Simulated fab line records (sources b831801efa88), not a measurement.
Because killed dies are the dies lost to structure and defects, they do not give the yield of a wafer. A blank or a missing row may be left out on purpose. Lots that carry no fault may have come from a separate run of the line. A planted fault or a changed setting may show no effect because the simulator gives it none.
fab line records	flow sky130
[record] lots = 9	wafers = 27	last_day = 50
route steps=708 shown CAP2M@616 VIA4@659 METAL5@663 PAD_OPEN@708
lots with no fault: from the same line, run without faults
start_h: hours from the record's first day to the start of the lot's first wafer shown	wait_h: hours since the lot's step before	" identical to the entry in the row above	L1.1+2: several wafers, shown together as one row	- value missing, or start not given	* or withheld: withheld	< > ~ a bound
route shown NAME@n: a module of which the file shows steps, and the number in the route of the first	usual: mean and standard deviation over wafers with no fault	same: alike in all rows	chamber/n: place in a boat	sites: the reading at each site	_std_site: standard deviation across them	_edge_site: outer sites' mean less inner sites'	radius_mm: for every site, how far away it sits from the centre of the wafer	mask NAME#n: copy n	behind: the most recent tool/chamber to have shaped the wafer	hold: why the lot was held/for how many hours/how that ended	device: which transistor (n, p or np) failed to switch	end of line: the tests these same wafers got at the end of their route	where a step has no rows: the recipe by itself	killed: dies lost to structure and defects at the first sort, not the wafer's yield	map: a wafer's dies, x killed, . not, _ none there
set.NAME: the setting that was run; set.NAME@STEP: the one run at that earlier step	model.NAME: the simulator's own value behind a step, which no gauge read
steps of the route over a sample of lots; a table a step, a row a wafer
services: from which hour (start_h, from the record's first day; less than 0 if before it) a tool's chamber was out of use, for how many hours, and why
[[steps]]
[step SKY_CAP2M_METAL_ETCH_13]
[recipe] target_depth_nm = 220	stop_on = SiO2	chemistry = Cl2/BCl3	target = TiN	pressure_mtorr = 10	icp_w = 900	bias_w = 48.5	Cl2_flow_sccm = 60	bcl3_flow_sccm = 30	time_s = 62.9
[usual] drypump_motor_current_A = 5.62/0.27	he_backside_leak_sccm = 3.29/0.18	oes_product_au = 0.940/0.007	throttle_valve_pct = 21.903/0.01
lot.wafer	tool	chamber	start_h	wait_h	drypump_motor_current_A	he_backside_leak_sccm	oes_product_au	rf_hours_counter_h	throttle_valve_pct
L610.3	rie_metal-02	0	956.85	0.0	5.19	3.20	0.936	-	21.912
L610.4	"	1	"	"	5.77	3.64	0.936	-	21.897
L610.5	"	0	"	"	5.20	3.19	0.930	-	21.904
L612.1	rie_metal-01	0	975.13	0.0	5.89	3.21	0.935	9	21.893
L612.4	"	1	"	"	5.55	2.91	0.939	-	21.909
L612.6	"	0	"	"	5.87	3.22	0.942	-	21.897
L615.1	rie_metal-01	1	999.37	0.0	5.54	3.14	0.935	4	21.914
L615.2	"	0	"	"	5.90	3.30	0.944	11	21.894
L615.3	"	1	"	"	5.55	3.17	0.944	-	21.900
L621.2	rie_metal-01	1	1040.92	0.0	5.55	3.23	0.932	6	21.913
L621.3	"	0	"	"	5.91	3.11	0.943	-	21.891
L621.6	"	1	"	"	5.56	3.18	0.935	-	21.899
L622.2	rie_metal-01	1	1052.92	0.0	5.54	3.44	0.933	7	21.916
L622.5	"	0	"	"	5.90	3.51	0.941	-	21.896
L622.6	"	1	"	"	5.55	3.59	0.945	-	21.910
L623.1	rie_metal-01	1	1058.03	0.0	5.54	3.48	0.935	8	21.906
L623.3	"	0	"	"	5.91	3.41	0.937	-	21.905
L623.4	"	1	"	"	5.54	3.33	0.940	-	21.907
L626.1	rie_metal-02	0	1071.37	0.0	5.20	3.25	0.946	16	21.909
L626.2	"	1	"	"	5.79	3.36	0.943	7	21.892
L626.5	"	1	"	"	5.79	3.18	0.954	-	21.908
L628.2	rie_metal-02	0	1081.92	0.0	5.21	3.46	0.942	17	21.902
L628.3	"	1	"	"	5.76	3.43	0.934	-	21.916
L628.5	"	1	"	"	5.77	3.37	0.936	-	21.919
L630.4	rie_metal-01	1	1094.75	0.0	5.56	3.20	0.935	-	21.916
L630.5	"	0	"	"	5.90	3.38	0.937	-	21.899
L630.6	"	1	"	"	5.52	3.20	0.928	-	21.929
[step SKY_VIA4_THK_MEAS_20]
[recipe] thk_meas_gauge = xrf	reads = W_of_VIA4_CVD_18
[usual] VIA4_W_THK = 517/10
lot.wafer	tool	chamber	start_h	wait_h	VIA4_W_THK[nm]
L610.3	film_metro-01	-	1006.99	0.1	520
L610.4	"	-	"	"	515
L610.5	"	-	"	"	523
L612.1	film_metro-01	-	1024.30	0.1	536
L612.4	"	-	"	"	525
L612.6	"	-	"	"	524
L615.1	film_metro-02	-	1048.04	0.1	530
L615.2	"	-	"	"	523
L615.3	"	-	"	"	517
L621.2	film_metro-02	-	1086.59	0.1	515
L621.3	"	-	"	"	514
L621.6	"	-	"	"	503
L622.2	film_metro-04	-	1099.04	0.1	506
L622.5	"	-	"	"	506
L622.6	"	-	"	"	515
L623.1	film_metro-02	-	1103.46	0.1	529
L623.3	"	-	"	"	507
L623.4	"	-	"	"	526
L626.1	film_metro-04	-	1115.28	0.1	513
L626.2	"	-	"	"	527
L626.5	"	-	"	"	519
L628.2	film_metro-04	-	1124.93	0.1	531
L628.3	"	-	"	"	539
L628.5	"	-	"	"	528
L630.4	film_metro-02	-	1137.97	0.1	497
L630.5	"	-	"	"	506
L630.6	"	-	"	"	499
[step SKY_METAL5_SPUTTER_02]
[recipe] material = AlCu	target_thk_nm = 1150	power_w = 10600	time_s = 61.2	chamber_pressure_pa = 0.4
[usual] chamber_pressure_pa = 0.4001/0.00075	throttle_valve_pct = 29.9/1.1
lot.wafer	tool	chamber	start_h	wait_h	chamber_pressure_pa	throttle_valve_pct
L610.3	pvd_sputter-04	-	1007.51	0.0	0.3999	31.1
L610.4	"	-	"	"	0.3991	28.6
L610.5	"	-	"	"	0.4002	30.5
L612.1	pvd_sputter-04	-	1024.73	0.0	0.3997	30.7
L612.4	"	-	"	"	0.3997	30.8
L612.6	"	-	"	"	0.3998	28.6
L615.1	pvd_sputter-02	-	1048.45	0.0	0.3990	29.6
L615.2	"	-	"	"	0.3987	28.3
L615.3	"	-	"	"	0.4001	31.4
L621.2	pvd_sputter-04	-	1086.99	0.0	0.3994	28.6
L621.3	"	-	"	"	0.4002	31.2
L621.6	"	-	"	"	0.4008	30.5
L622.2	pvd_sputter-04	-	1099.44	0.0	0.3994	30.9
L622.5	"	-	"	"	0.4000	30.6
L622.6	"	-	"	"	0.3998	30.7
L623.1	pvd_sputter-03	-	1103.87	0.0	0.3996	29.4
L623.3	"	-	"	"	0.4009	29.8
L623.4	"	-	"	"	0.3994	29.5
L626.1	pvd_sputter-02	-	1116.26	0.0	0.3987	28.0
L626.2	"	-	"	"	0.3996	31.7
L626.5	"	-	"	"	0.3988	27.9
L628.2	pvd_sputter-02	-	1126.22	0.0	0.4012	28.4
L628.3	"	-	"	"	0.4001	29.9
L628.5	"	-	"	"	0.4002	28.2
L630.4	pvd_sputter-02	-	1138.37	0.0	0.4009	29.7
L630.5	"	-	"	"	0.3984	31.3
L630.6	"	-	"	"	0.4001	28.0
[step SKY_METAL5_RS_MEAS_05]
[recipe] thk_meas_gauge = four-point-probe	reads = TiN_of_METAL5_SPUTTER_04+Ti_of_METAL5_SPUTTER_03+AlCu_of_METAL5_SPUTTER_02+TiN_of_METAL5_SPUTTER_01+Ti_of_METAL5_SPUTTER_00
[usual] METAL5_ALCU_RS = 0.0270/0.00031
lot.wafer	tool	chamber	start_h	wait_h	METAL5_ALCU_RS[ohm/sq]
L610.3	film_metro-03	-	1007.67	0.1	0.0272
L610.4	"	-	"	"	0.0272
L610.5	"	-	"	"	0.0271
L612.1	film_metro-01	-	1024.85	0.0	0.0273
L612.4	"	-	"	"	0.0270
L612.6	"	-	"	"	0.0271
L615.1	film_metro-01	-	1048.56	0.0	0.0270
L615.2	"	-	"	"	0.0270
L615.3	"	-	"	"	0.0270
L621.2	film_metro-03	-	1087.13	0.0	0.0251
L621.3	"	-	"	"	0.0252
L621.6	"	-	"	"	0.0253
L622.2	film_metro-01	-	1099.57	0.0	0.0257
L622.5	"	-	"	"	0.0255
L622.6	"	-	"	"	0.0256
L623.1	film_metro-02	-	1103.99	0.0	0.0273
L623.3	"	-	"	"	0.0273
L623.4	"	-	"	"	0.0275
L626.1	film_metro-01	-	1116.38	0.0	0.0269
L626.2	"	-	"	"	0.0270
L626.5	"	-	"	"	0.0270
L628.2	film_metro-03	-	1126.35	0.0	0.0268
L628.3	"	-	"	"	0.0266
L628.5	"	-	"	"	0.0269
L630.4	film_metro-02	-	1138.52	0.1	0.0275
L630.5	"	-	"	"	0.0274
L630.6	"	-	"	"	0.0274
[step SKY_METAL5_THK_MEAS_06]
[recipe] thk_meas_gauge = xrf	reads = AlCu_of_METAL5_SPUTTER_02
[usual] METAL5_ALCU_THK = 1139/13
lot.wafer	tool	chamber	start_h	wait_h	METAL5_ALCU_THK[nm]
L610.3	film_metro-03	-	1007.77	0.1	1130
L610.4	"	-	"	"	1129
L610.5	"	-	"	"	1138
L612.1	film_metro-01	-	1024.97	0.1	1130
L612.4	"	-	"	"	1147
L612.6	"	-	"	"	1143
L615.1	film_metro-01	-	1048.68	0.1	1138
L615.2	"	-	"	"	1142
L615.3	"	-	"	"	1141
L621.2	film_metro-03	-	1087.24	0.1	1221
L621.3	"	-	"	"	1222
L621.6	"	-	"	"	1208
L622.2	film_metro-01	-	1099.68	0.1	1200
L622.5	"	-	"	"	1200
L622.6	"	-	"	"	1192
L623.1	film_metro-02	-	1104.11	0.1	1132
L623.3	"	-	"	"	1135
L623.4	"	-	"	"	1124
L626.1	film_metro-01	-	1116.50	0.1	1146
L626.2	"	-	"	"	1144
L626.5	"	-	"	"	1133
L628.2	film_metro-03	-	1126.46	0.1	1144
L628.3	"	-	"	"	1152
L628.5	"	-	"	"	1142
L630.4	film_metro-02	-	1138.61	0.1	1124
L630.5	"	-	"	"	1121
L630.6	"	-	"	"	1132
[step SKY_METAL5_DESCUM_14]
[recipe] chemistry = O2	source_power_w = 150	bias_power_w = 0	pressure_mtorr = 10	temp_c = 40	time_s = 11
[usual] drypump_motor_current_A = 5.6/0.32	he_backside_leak_sccm = 3.33/0.22	oes_product_au = 1.002/0.008
lot.wafer	tool	chamber	start_h	wait_h	drypump_motor_current_A	he_backside_leak_sccm	oes_product_au	rf_hours_counter_h
L610.3	rie_metal-02	0	1030.80	0.1	5.2	3.30	1.016	-
L610.4	"	1	"	"	5.8	3.31	0.998	-
L610.5	"	0	"	"	5.2	3.22	1.011	-
L612.1	rie_metal-01	1	1047.30	0.1	5.5	3.17	1.008	7
L612.4	"	0	"	"	5.9	3.43	0.999	-
L612.6	"	0	"	"	5.9	3.28	0.987	-
L615.1	rie_metal-01	0	1069.74	0.1	5.9	3.15	0.989	15
L615.2	"	1	"	"	5.5	3.25	0.994	8
L615.3	"	0	"	"	5.9	3.33	0.987	-
L621.2	rie_metal-01	0	1107.50	0.1	5.9	3.22	0.993	18
L621.3	"	0	"	"	5.9	3.32	0.986	-
L621.6	"	1	"	"	5.5	3.41	0.994	-
L622.2	rie_metal-02	0	1119.25	0.1	5.2	3.13	0.999	20
L622.5	"	1	"	"	5.8	3.39	1.008	-
L622.6	"	0	"	"	5.2	3.18	1.010	-
L623.1	rie_metal-04	0	1123.40	0.1	6.0	3.19	1.005	15
L623.3	"	0	"	"	6.0	3.24	1.010	-
L623.4	"	1	"	"	5.1	3.36	1.002	-
L626.1	rie_metal-02	0	1134.96	0.1	5.1	3.36	1.008	21
L626.2	"	1	"	"	5.8	3.49	1.002	11
L626.5	"	0	"	"	5.2	3.51	1.008	-
L628.2	rie_metal-04	1	1144.46	0.1	5.1	3.67	1.007	8
L628.3	"	1	"	"	5.1	3.47	1.006	-
L628.5	"	0	"	"	6.0	3.24	1.017	-
L630.4	rie_metal-04	1	1156.70	0.1	5.1	3.48	1.014	-
L630.5	"	1	"	"	5.2	3.58	0.999	-
L630.6	"	0	"	"	6.0	3.37	1.009	-
[step SKY_METAL5_METAL_ETCH_15]
[recipe] target_depth_a = 12600	stop_on = SiO2	over_etch_frac = 0.2	time_s = 252	chemistry = Cl2/BCl3	resist_sidewall_deg = 86	pressure_mtorr = 10	icp_w = 900	bias_w = 48.5	Cl2_flow_sccm = 60	bcl3_flow_sccm = 30
[usual] drypump_motor_current_A = 5.6/0.32	he_backside_leak_sccm = 3.4/0.33	oes_product_au = 0.894/0.005	throttle_valve_pct = 22.264/0.0087
lot.wafer	tool	chamber	start_h	wait_h	drypump_motor_current_A	he_backside_leak_sccm	oes_product_au	rf_hours_counter_h	throttle_valve_pct
L610.3	rie_metal-02	0	1030.93	0.1	5.2	3.2	0.886	-	22.266
L610.4	"	1	"	"	5.8	3.4	0.885	-	22.267
L610.5	"	0	"	"	5.2	3.0	0.895	-	22.275
L612.1	rie_metal-01	1	1047.34	0.0	5.5	2.9	0.900	7	22.267
L612.4	"	0	"	"	5.9	3.4	0.894	-	22.253
L612.6	"	0	"	"	5.9	3.4	0.891	-	22.269
L615.1	rie_metal-01	0	1069.77	0.0	5.9	3.2	0.894	15	22.262
L615.2	"	1	"	"	5.6	3.0	0.893	8	22.266
L615.3	"	0	"	"	5.9	3.4	0.899	-	22.264
L621.2	rie_metal-01	0	1107.54	0.0	5.9	3.6	0.923	18	22.276
L621.3	"	0	"	"	5.9	3.3	0.918	-	22.259
L621.6	"	1	"	"	5.6	3.1	0.910	-	22.259
L622.2	rie_metal-02	0	1119.29	0.0	5.2	3.4	0.902	20	22.276
L622.5	"	1	"	"	5.8	3.4	0.906	-	22.265
L622.6	"	0	"	"	5.2	3.0	0.908	-	22.258
L623.1	rie_metal-04	0	1123.44	0.0	6.0	3.3	0.890	15	22.262
L623.3	"	0	"	"	6.0	3.3	0.892	-	22.254
L623.4	"	1	"	"	5.2	3.5	0.899	-	22.260
L626.1	rie_metal-02	0	1134.99	0.0	5.2	3.3	0.900	21	22.262
L626.2	"	1	"	"	5.7	3.5	0.896	11	22.265
L626.5	"	0	"	"	5.2	3.0	0.889	-	22.268
L628.2	rie_metal-04	1	1144.49	0.0	5.1	3.4	0.896	8	22.280
L628.3	"	1	"	"	5.1	3.3	0.898	-	22.270
L628.5	"	0	"	"	6.0	3.2	0.905	-	22.258
L630.4	rie_metal-04	1	1156.80	0.1	5.2	3.5	0.886	-	22.254
L630.5	"	1	"	"	5.2	3.4	0.897	-	22.259
L630.6	"	0	"	"	6.0	3.5	0.895	-	22.264
[step SKY_PAD_OPEN_PROBE_99]
[usual] defect_limited_yield = 82.4/1.9	killed_at_M0_to_M3 = 44/7	killed_at_M4_up = 3.2/1.8	killed_at_contacts = 24/5.1	killed_at_front_end = 15/4.3	killed_at_other = 0.3/0.5	killed_dies = 86/9.6	killed_on_rim = 17/4.1	killed_open = 48/7.1	killed_short = 38/6.7	sort_bin_3_pad_short = 0.9/0.44	sort_bin_5_function = 10.3/1.5	sort_bin_6_memory = 6.4/1.1	sort_n_pass = 406/9.6	sort_yield_pct = 82.4/1.9
[same] gross_dies = 492	killed_at_back_side = 0	sort_bin_4_leakage[%] = 0	sort_bin_8_speed[%] = 0
lot.wafer	tool	chamber	start_h	wait_h	defect_limited_yield[%]	killed_at_M0_to_M3	killed_at_M4_up	killed_at_contacts	killed_at_front_end	killed_at_other	killed_dies	killed_on_rim	killed_open	killed_short	sort_bin_3_pad_short[%]	sort_bin_5_function[%]	sort_bin_6_memory[%]	sort_n_pass	sort_yield_pct[%]
L610.3	prober-02	-	1078.02	0.2	81.5	47	3	22	19	0	91	13	55	36	1.0	11.8	5.7	401	81.5
L610.4	prober-02	-	1078.07	0.2	85.6	36	2	21	12	0	71	13	39	32	0.4	7.7	6.3	421	85.6
L610.5	prober-02	-	1078.12	0.2	83.5	41	2	25	13	0	81	17	39	42	1.2	8.5	6.7	411	83.5
L612.1	prober-02	-	1093.02	0.1	82.5	34	4	25	23	0	86	21	42	44	1.4	10.4	5.7	406	82.5
L612.4	prober-02	-	1093.17	0.2	82.3	49	3	23	11	1	87	15	54	33	0.2	12.4	5.1	405	82.3
L612.6	prober-02	-	1093.27	0.2	82.1	54	1	18	15	0	88	27	36	52	0.8	11.0	6.1	404	82.1
L615.1	prober-01	-	1113.66	0.1	82.9	42	3	24	15	0	84	18	51	31	0.2	8.9	7.9	408	82.9
L615.2	prober-01	-	1113.71	0.1	81.1	41	2	30	19	1	93	24	55	37	1.6	10.8	6.5	399	81.1
L615.3	prober-01	-	1113.76	0.2	81.9	43	4	23	19	0	89	9	46	42	1.2	10.4	6.5	403	81.9
L621.2	prober-01	-	1149.00	0.1	78.9	59	1	29	13	2	104	22	52	46	1.0	13.0	7.1	388	78.9
L621.3	prober-01	-	1149.05	0.2	80.5	50	6	28	11	1	96	15	43	51	1.4	9.1	8.9	396	80.5
L621.6	prober-01	-	1149.20	0.2	80.7	46	2	27	19	1	95	22	55	38	1.0	11.6	6.7	397	80.7
L622.2	prober-02	-	1159.41	0.1	83.1	39	2	23	19	0	83	17	55	26	0.6	9.8	6.5	409	83.1
L622.5	prober-02	-	1159.56	0.2	83.5	38	3	20	20	0	81	15	45	36	1.0	8.1	7.3	411	83.5
L622.6	prober-02	-	1159.61	0.2	85.0	36	2	24	12	0	74	9	39	35	0.2	8.7	6.1	418	85.0
L623.1	prober-02	-	1164.05	0.1	85.4	33	1	22	16	0	72	11	47	25	0.8	8.3	5.5	420	85.4
L623.3	prober-02	-	1164.15	0.2	83.9	44	4	18	13	0	79	16	48	30	0.4	10.4	5.3	413	83.9
L623.4	prober-02	-	1164.20	0.2	84.8	38	3	19	13	2	75	13	34	37	1.0	8.9	5.3	417	84.8
L626.1	prober-02	-	1174.18	0.1	83.7	39	4	20	17	0	80	15	45	35	1.6	8.7	5.9	412	83.7
L626.2	prober-02	-	1174.23	0.1	82.3	44	1	27	15	0	87	18	46	41	0.8	11.0	5.9	405	82.3
L626.5	prober-02	-	1174.38	0.2	83.1	41	1	24	17	0	83	18	48	35	1.6	6.9	8.3	409	83.1
L628.2	prober-02	-	1183.79	0.1	81.7	45	4	28	13	0	90	19	49	41	0.4	10.8	7.1	402	81.7
L628.3	prober-02	-	1183.84	0.2	82.1	47	4	15	22	0	88	25	58	30	1.2	10.0	6.7	404	82.1
L628.5	prober-02	-	1183.94	0.2	80.9	52	7	23	11	1	94	22	56	38	0.8	12.0	6.3	398	80.9
L630.4	prober-02	-	1193.35	0.2	82.1	46	3	20	18	1	88	19	45	42	0.8	10.6	6.5	404	82.1
L630.5	prober-02	-	1193.40	0.2	83.3	34	7	23	18	0	82	17	47	35	0.6	9.1	6.9	410	83.3
L630.6	prober-02	-	1193.45	0.2	82.1	41	4	30	13	0	88	17	48	38	1.0	8.7	8.1	404	82.1
// killed by level:class
L610.3 VIA1:geometric_particle:open=12 POLY_GATE:geometric_particle:open=8 CONTACT:geometric_particle:open=8 VIA2:geometric_particle:open=7 METAL1:geometric_particle:short=6 VIA3:geometric_particle:open=5 CONTACT:geometric_particle:short=5 METAL2:geometric_particle:short=5
L610.4 VIA2:geometric_particle:open=8 LI_CONTACT:geometric_particle:open=7 CONTACT:geometric_particle:open=7 METAL2:geometric_particle:short=6 FIELD_ISO:geometric_particle:open=4 POLY_CUT:geometric_particle:short=4 METAL1:geometric_particle:short=4 VIA1:geometric_particle:short=4
L610.5 METAL2:geometric_particle:short=11 VIA1:geometric_particle:open=11 CONTACT:geometric_particle:open=9 LOCAL_INTERCONNECT:geometric_particle:short=7 CONTACT:geometric_particle:short=5 VIA1:geometric_particle:short=4 VIA2:geometric_particle:open=4 LI_CONTACT:geometric_particle:open=3
L612.1 CONTACT:geometric_particle:open=9 FIELD_ISO:geometric_particle:open=8 POLY_GATE:geometric_particle:short=7 VIA2:geometric_particle:open=7 CONTACT:geometric_particle:short=7 METAL1:geometric_particle:short=7 VIA3:geometric_particle:open=6 METAL2:geometric_particle:short=4
L612.4 VIA1:geometric_particle:open=18 POLY_GATE:geometric_particle:open=6 LI_CONTACT:geometric_particle:open=6 CONTACT:geometric_particle:open=6 VIA2:geometric_particle:open=6 VIA2:geometric_particle:short=6 METAL2:geometric_particle:short=5 VIA3:geometric_particle:open=5
L612.6 VIA3:geometric_particle:open=10 VIA2:geometric_particle:short=9 VIA1:geometric_particle:open=7 VIA2:geometric_particle:open=7 CONTACT:geometric_particle:short=6 METAL2:geometric_particle:short=6 VIA3:geometric_particle:short=6 FIELD_ISO:geometric_particle:short=4
L615.1 LI_CONTACT:geometric_particle:open=8 VIA3:geometric_particle:open=8 FIELD_ISO:geometric_particle:open=7 VIA2:geometric_particle:open=7 METAL1:geometric_particle:short=6 VIA1:geometric_particle:open=6 LI_CONTACT:geometric_particle:short=5 CONTACT:geometric_particle:open=5
L615.2 VIA2:geometric_particle:open=12 CONTACT:geometric_particle:open=9 POLY_GATE:geometric_particle:short=7 LI_CONTACT:geometric_particle:open=7 VIA3:geometric_particle:open=6 VIA1:geometric_particle:open=6 LI_CONTACT:geometric_particle:short=5 CONTACT:geometric_particle:short=5
L615.3 VIA2:geometric_particle:open=8 FIELD_ISO:geometric_particle:short=7 METAL2:geometric_particle:short=7 LI_CONTACT:geometric_particle:open=7 CONTACT:geometric_particle:open=7 VIA1:geometric_particle:open=6 CONTACT:geometric_particle:short=5 POLY_GATE:geometric_particle:open=4
L621.2 VIA1:geometric_particle:open=18 METAL2:geometric_particle:short=14 LI_CONTACT:geometric_particle:open=8 LI_CONTACT:geometric_particle:short=6 CONTACT:geometric_particle:open=5 CONTACT:geometric_particle:short=5 VIA2:geometric_particle:open=5 VIA3:geometric_particle:open=4
L621.3 VIA1:geometric_particle:open=11 METAL2:geometric_particle:short=9 VIA1:geometric_particle:short=8 LI_CONTACT:geometric_particle:open=7 CONTACT:geometric_particle:open=7 CONTACT:geometric_particle:short=6 VIA3:geometric_particle:open=5 VIA2:geometric_particle:short=5
L621.6 VIA2:geometric_particle:open=11 CONTACT:geometric_particle:open=8 VIA1:geometric_particle:open=8 VIA3:geometric_particle:open=7 LI_CONTACT:geometric_particle:open=7 VIA1:geometric_particle:short=6 FIELD_ISO:geometric_particle:short=5 LI_CONTACT:geometric_particle:short=5
L622.2 VIA1:geometric_particle:open=16 CONTACT:geometric_particle:open=10 LI_CONTACT:geometric_particle:open=7 VIA2:geometric_particle:open=6 FIELD_ISO:geometric_particle:open=5 METAL2:geometric_particle:short=5 LOCAL_INTERCONNECT:geometric_particle:short=5 METAL1:geometric_particle:short=4
L622.5 VIA1:geometric_particle:open=11 LOCAL_INTERCONNECT:geometric_particle:short=9 POLY_GATE:geometric_particle:open=7 VIA3:geometric_particle:open=7 CONTACT:geometric_particle:open=7 FIELD_ISO:geometric_particle:open=5 FIELD_ISO:geometric_particle:short=4 VIA2:geometric_particle:short=4
L622.6 LI_CONTACT:geometric_particle:open=9 VIA2:geometric_particle:open=7 CONTACT:geometric_particle:open=5 LI_CONTACT:geometric_particle:short=5 VIA1:geometric_particle:open=5 METAL3:geometric_particle:short=5 METAL1:geometric_particle:short=4 VIA1:geometric_particle:short=4
L623.1 VIA3:geometric_particle:open=9 FIELD_ISO:geometric_particle:open=8 LI_CONTACT:geometric_particle:open=7 VIA1:geometric_particle:open=6 CONTACT:geometric_particle:open=5 FIELD_ISO:geometric_particle:short=4 VIA2:geometric_particle:open=4 CONTACT:geometric_particle:short=4
L623.3 VIA1:geometric_particle:open=12 VIA3:geometric_particle:open=7 VIA1:geometric_particle:short=6 METAL2:geometric_particle:short=6 FIELD_ISO:geometric_particle:open=4 FIELD_ISO:geometric_particle:short=4 LI_CONTACT:geometric_particle:short=4 LI_CONTACT:geometric_particle:open=4
L623.4 VIA3:geometric_particle:short=9 CONTACT:geometric_particle:open=7 VIA3:geometric_particle:open=6 VIA1:geometric_particle:short=5 METAL2:geometric_particle:short=5 LI_CONTACT:geometric_particle:open=4 VIA1:geometric_particle:open=4 POLY_GATE:geometric_particle:short=3
L626.1 VIA1:geometric_particle:open=11 FIELD_ISO:geometric_particle:short=8 CONTACT:geometric_particle:open=8 VIA3:geometric_particle:open=6 FIELD_ISO:geometric_particle:open=5 VIA1:geometric_particle:short=4 VIA3:geometric_particle:short=4 VIA2:geometric_particle:open=4
L626.2 CONTACT:geometric_particle:open=11 VIA1:geometric_particle:open=10 VIA2:geometric_particle:open=9 CONTACT:geometric_particle:short=8 METAL2:geometric_particle:short=8 POLY_GATE:geometric_particle:short=6 VIA3:geometric_particle:open=6 LOCAL_INTERCONNECT:geometric_particle:short=5
L626.5 VIA1:geometric_particle:open=11 LI_CONTACT:geometric_particle:open=7 CONTACT:geometric_particle:open=7 VIA3:geometric_particle:short=6 VIA3:geometric_particle:open=6 POLY_GATE:geometric_particle:open=5 METAL2:geometric_particle:short=5 VIA2:geometric_particle:open=5
L628.2 LI_CONTACT:geometric_particle:open=12 VIA1:geometric_particle:open=12 CONTACT:geometric_particle:open=8 VIA1:geometric_particle:short=6 VIA2:geometric_particle:open=5 VIA3:geometric_particle:short=5 CONTACT:geometric_particle:short=4 METAL2:geometric_particle:short=4
L628.3 FIELD_ISO:geometric_particle:open=12 VIA3:geometric_particle:open=11 VIA2:geometric_particle:open=10 VIA1:geometric_particle:open=8 CONTACT:geometric_particle:short=5 VIA1:geometric_particle:short=5 FIELD_ISO:geometric_particle:short=4 CONTACT:geometric_particle:open=4
L628.5 VIA1:geometric_particle:open=14 CONTACT:geometric_particle:open=9 METAL1:geometric_particle:short=8 VIA2:geometric_particle:open=8 VIA3:geometric_particle:open=6 LI_CONTACT:geometric_particle:open=5 FIELD_ISO:geometric_particle:open=4 LI_CONTACT:geometric_particle:short=4
L630.4 VIA1:geometric_particle:open=10 POLY_GATE:geometric_particle:open=6 VIA2:geometric_particle:open=6 CONTACT:geometric_particle:open=6 METAL1:geometric_particle:short=6 METAL2:geometric_particle:short=6 VIA2:geometric_particle:short=6 POLY_GATE:geometric_particle:short=5
L630.5 LI_CONTACT:geometric_particle:open=8 VIA1:geometric_particle:open=8 METAL1:geometric_particle:short=7 VIA3:geometric_particle:open=7 FIELD_ISO:geometric_particle:open=6 CONTACT:geometric_particle:open=6 METAL4:geometric_particle:short=6 LOCAL_INTERCONNECT:geometric_particle:short=5
L630.6 CONTACT:geometric_particle:open=11 LI_CONTACT:geometric_particle:open=9 VIA1:geometric_particle:open=9 VIA2:geometric_particle:open=8 METAL2:geometric_particle:short=7 LOCAL_INTERCONNECT:geometric_particle:short=5 METAL4:geometric_particle:short=4 VIA3:geometric_particle:short=4
[[services]]
tool	chamber	start_h	hours	kind
pvd_sputter-02	-	967.72	1.6	repair
pvd_sputter-04	0	970.28	-	consumable_replace:kit
pvd_sputter-04	0	970.28	18.0	scheduled_down
pvd_sputter-04	0	970.28	18.0	vent_cycle
rie_metal-02	1	993.90	5.6	repair
pvd_sputter-03	-	994.57	1.2	repair
rie_metal-04	1	1012.88	-	clean
rie_metal-04	1	1012.88	19.2	scheduled_down
rie_metal-04	1	1012.88	19.2	vent_cycle
pvd_sputter-03	3	1018.35	-	consumable_replace:kit
pvd_sputter-03	3	1018.35	18.0	scheduled_down
pvd_sputter-03	3	1018.35	18.0	vent_cycle
pvd_sputter-03	-	1045.94	2.6	repair
pvd_sputter-03	2	1103.99	-	consumable_replace:kit
pvd_sputter-03	2	1103.99	18.0	scheduled_down
pvd_sputter-03	2	1103.99	18.0	vent_cycle
pvd_sputter-04	3	1111.48	-	consumable_replace:kit
pvd_sputter-04	3	1111.48	18.0	scheduled_down
pvd_sputter-04	3	1111.48	18.0	vent_cycle
pvd_sputter-04	-	1123.53	2.3	repair
pvd_sputter-02	2	1128.12	-	consumable_replace:kit
pvd_sputter-02	2	1128.12	18.0	scheduled_down
pvd_sputter-02	2	1128.12	18.0	vent_cycle
pvd_sputter-03	1	1148.26	-	consumable_replace:kit
[[key]]
[first_sign] step = SKY_METAL5_RS_MEAS_05	reading = METAL5_ALCU_RS	direction = down	sigmas = 5.3	usual = 0.0270	struck = 0.0254
[effect] step = SKY_METAL5_THK_MEAS_06	reading = METAL5_ALCU_THK	direction = up	sigmas = 5.2	usual = 1139	struck = 1207
[effect] step = SKY_METAL5_METAL_ETCH_15	reading = oes_product_au	direction = up	sigmas = 3.5	usual = 0.894	struck = 0.911	wafers_moved = 5
met_at SKY_METAL5_SPUTTER_02
struck_lots L621,L622
not_acting_at SKY_CAP2M_METAL_ETCH_13,SKY_VIA4_THK_MEAS_20,SKY_METAL5_DESCUM_14
onset_between 1024.73 1086.99
[fault] kind = process_parameter_drift	tool = pvd_sputter-04	chamber = -	onset_h = 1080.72	steps = SKY_METAL5_SPUTTER_02	channel = target_thk_nm	offset = 74.013	shape = step	end_h = 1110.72	acts_in = these_recipes_only	stated = 1150
